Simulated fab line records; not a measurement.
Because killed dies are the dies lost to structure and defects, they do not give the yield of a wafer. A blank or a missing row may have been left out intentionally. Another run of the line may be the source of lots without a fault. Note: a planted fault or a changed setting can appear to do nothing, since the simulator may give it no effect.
A single fault, viewed from 2 desks :: flow gf180mcu :: only its own numbers are on each desk; what lay behind them is given at the end

== METROLOGY DESK ==
Means of the sampled wafers that have a number, per lot and without regard to the tool the lot ran on: this is what the gauges read. The brackets show how far a lot's mean lies from the usual mean; more than 4 standard deviations puts the lot out of limits, marked OUT.
Columns: A = HV_LDD_4_TW at GF_HV_LDD_TW_MEAS_50, usual 571
lot: L754
first seen here: day 11 14:39
A: 570

lot: L755
first seen here: day 11 21:41
A: 563

lot: L756
first seen here: day 12 14:18
A: 572

lot: L759
first seen here: day 13 06:30
A: 573

lot: L760
first seen here: day 15 15:54
A: 572

lot: L762
first seen here: day 15 23:01
A: 579

lot: L764
first seen here: day 15 23:39
A: 582

lot: L763
first seen here: day 16 02:07
A: 573

lot: L765
first seen here: day 16 03:01
A: 570

lot: L768
first seen here: day 17 14:38
A: 577

lot: L770
first seen here: day 17 22:55
A: 565

lot: L771
first seen here: day 18 11:36
A: 564

lot: L775
first seen here: day 20 01:48
A: 573

lot: L777
first seen here: day 20 15:13
A: 566
This desk found nothing out of limits on any of the 14 lots.

== AT THE TOOL OWNER'S DESK: litho track-04 ==
The tool's own readings at GF_HV_LDD_SOFTBAKE_42 (time 60 s): means of the sampled wafers that have a number, for each lot that ran on this tool. The brackets show how far a lot's mean lies from the usual mean; more than 4 standard deviations puts the lot out of limits, marked OUT.
Columns: A = run length s at GF_HV_LDD_SOFTBAKE_42, usual 89.02 s
lot: L759
first seen here: day 12 19:55
A: 89.12

lot: L760
first seen here: day 15 05:01
A: 88.99

lot: L763
first seen here: day 15 14:56
A: 89.12

lot: L765
first seen here: day 15 15:50
A: 89.05

lot: L768
first seen here: day 17 02:41
A: 89.14

lot: L770
first seen here: day 17 10:56
A: 91.08 (+15) OUT

lot: L771
first seen here: day 17 23:31
A: 91.03 (+14) OUT
This desk's finding: out of limits on L770, L771; first on L770, day 17 10:56 (run length s at GF_HV_LDD_SOFTBAKE_42). In limits: L759, L760, L763, L765, L768.

== PUT TOGETHER ==
The tool owner's desk had the chance to raise an alarm at day 17 10:56 on L770, L771.
The metrology desk saw nothing out of limits.
The metrology desk holds a record of L770, L771, inside its limits.
On litho track-04, each named lot ran GF_HV_LDD_SOFTBAKE_42.

== WHAT THE SIMULATOR PUT IN ==
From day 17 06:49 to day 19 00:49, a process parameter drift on litho track-04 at GF_HV_LDD_SOFTBAKE_42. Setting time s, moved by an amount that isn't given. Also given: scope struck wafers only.
Shown lots that were struck: L770, L771.
Time in hours from fault onset to the first out-of-limits reading at each desk: the tool owner's desk, 4.
